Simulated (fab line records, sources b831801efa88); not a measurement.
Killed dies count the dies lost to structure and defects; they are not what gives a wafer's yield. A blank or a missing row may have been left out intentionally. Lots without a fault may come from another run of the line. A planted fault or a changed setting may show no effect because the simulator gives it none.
Tool commonality check	flow sky130	11 lots and 33 wafers in the sample

== THE REASON FOR OPENING IT ==
At SKY_POLY_GATE_THK_MEAS_01 the reading POLY_GATE_CVD_00_THK is flagged on 2 of 11 lots. Wafers without a fault read 179.1 nm, standard deviation 1.6.
Rule: flag the lot when none of its wafers has a number, or when each of its wafers that has one lies beyond 4 standard deviations from that mean. The other lots count as sound.

lot	measured	on	POLY_GATE_CVD_00_THK (nm), wafer by wafer	flag
L630	day 13 23:26	filmMetro-03	177.9 177.1 178.2	
L632	day 14 18:59	filmMetro-01	178.2 180.7 180.6	
L634	day 15 15:38	filmMetro-03	179.4 179.8 180.4	
L635	day 15 20:37	filmMetro-03	179.4 178.7 179.1	
L636	day 16 11:40	filmMetro-01	178.7 178.4 178.4	
L637	day 16 17:52	filmMetro-03	176.1 178.8 177.5	
L640	day 18 02:19	filmMetro-02	143.7 142.1 143.8	FLAGGED
L641	day 18 13:17	filmMetro-01	144.2 144.6 144.1	FLAGGED
L650	day 21 03:59	filmMetro-02	182.2 179.8 180.0	
L652	day 22 02:51	filmMetro-03	180.7 181.6 180.9	
L653	day 22 04:04	filmMetro-02	179.8 179.8 179.9	
The mean of the flagged lots' numbers is 143.8 nm, -35.3 nm from the usual (-22 standard deviations).

== EACH LOT AND THE TOOL IT RAN ON ==
The record keeps 1 process step preceding the reading, out of 708 steps on the route. In each cell: the tool, then ch and the chambers that the sampled wafers went through, then the start.
lot	flag	SKY_POLY_GATE_CVD_00
L630		lpcvd-01 ch 1, day 13 22:13
L632		lpcvd-01 ch 1, day 14 17:47
L634		lpcvd-01 ch 1, day 15 14:25
L635		lpcvd-01 ch 0, day 15 19:25
L636		lpcvd-01 ch 1, day 16 09:52
L637		lpcvd-01 ch 0, day 16 16:40
L640	FLAGGED	lpcvd-01 ch 0, day 18 01:07
L641	FLAGGED	lpcvd-01 ch 0, day 18 12:04
L650		lpcvd-01 ch 1, day 21 02:46
L652		lpcvd-01 ch 1, day 22 01:39
L653		lpcvd-01 ch 0, day 22 02:51
These steps, and what they do:
- SKY_POLY_GATE_CVD_00: deposits poly-Si, target thk 180 nm, time 720 s.
- SKY_POLY_GATE_THK_MEAS_01

== FLAGGED AGAINST TOTAL, ONE TOOL AT A TIME (gauges that did the reading follow at the end) ==
step	tool	lots run	flagged	share of the flagged lots	sound lots run after its first flagged lot
SKY_POLY_GATE_CVD_00	lpcvd-01	11	2	all	3 (L650,L652,L653)
SKY_POLY_GATE_THK_MEAS_01	filmMetro-01	3	1	some	0
SKY_POLY_GATE_THK_MEAS_01	filmMetro-02	3	1	some	2 (L650,L653)
SKY_POLY_GATE_THK_MEAS_01	filmMetro-03	5	0	none	-

== WHAT THE TABLE ALLOWS ==
All flagged lots share 1 row of the table, namely lpcvd-01 at SKY_POLY_GATE_CVD_00.
- lpcvd-01 at SKY_POLY_GATE_CVD_00: 2 of its 11 lots flagged. Lots that were sound ran on it after the first flagged one (L650, L652, L653); a persistent fault on the entire tool would not allow that. Its own readings (spikeTcCentreC, spikeTcLowerC, spikeTcUpperC, susceptorTempC) fall more than 4 standard deviations out on all wafers of the flagged lots.
Every row of the table either missed a flagged lot or ran a sound lot after the first.

== WHAT THE SIMULATOR HAD INSERTED ==
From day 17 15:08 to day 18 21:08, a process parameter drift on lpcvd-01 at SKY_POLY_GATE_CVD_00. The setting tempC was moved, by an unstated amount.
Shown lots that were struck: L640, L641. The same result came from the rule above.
